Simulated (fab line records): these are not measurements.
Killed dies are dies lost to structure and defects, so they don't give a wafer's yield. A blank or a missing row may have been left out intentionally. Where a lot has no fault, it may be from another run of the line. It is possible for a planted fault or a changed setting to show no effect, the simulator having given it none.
Chamber matching	flow sky130	SKY_VIA1_HDPCVD_00 on hdpcvd-01 has 3 sister chambers
The step deposits SiO2, target thk 1030 nm, time 171.7 s. 6 wafers are shown with their chamber, then 7 later ones without.

== WAFERS WITH THEIR CHAMBER ==
wafer	chamber	sih4-flow-sccm (sccm)
L953.4	0	60.23
L955.1	0	59.69
L957.2	1	59.88
L957.4	2	59.87
L965.1	2	60.02
L965.2	1	60.07

== WAFERS WHOSE CHAMBER IS MISSING ==
wafer	sih4-flow-sccm (sccm)
L965.4	59.94
L967.3	59.99
L967.5	60.21
L967.6	59.90
L973.1	59.64
L973.3	60.19
L973.6	60.00

== CHAMBER TAKEN BY EACH ==
wafer	from the rows above	in truth
L965.4	can't be placed: 2 or 0 or 1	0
L967.3	can't be placed: 1 or 0 or 2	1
L967.5	can't be placed: 1 or 0 or 2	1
L967.6	can't be placed: 2 or 0 or 1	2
L973.1	can't be placed: 2 or 0 or 1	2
L973.3	can't be placed: 1 or 0 or 2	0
L973.6	can't be placed: 1 or 0 or 2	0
Correctly placed: 0 of 7. Cannot be placed on the basis of these rows: 7; the candidates contain the true chamber in 7. 0 placed wrongly.
How it was worked out, from the rows above alone: a wafer's distance from a chamber is the root of the sum, over the readings, of the square of ((its reading less the chamber's mean) divided by the reading's scatter). The wafer belongs to the nearest chamber; if the next one is less than 2 further off, it can't be placed. Each chamber's mean is taken over the wafers shown for it. How the scatter is found: for the shown wafers, subtract from each reading the mean of its chamber, square and add these, divide the total by (wafers less chambers), then take the root.
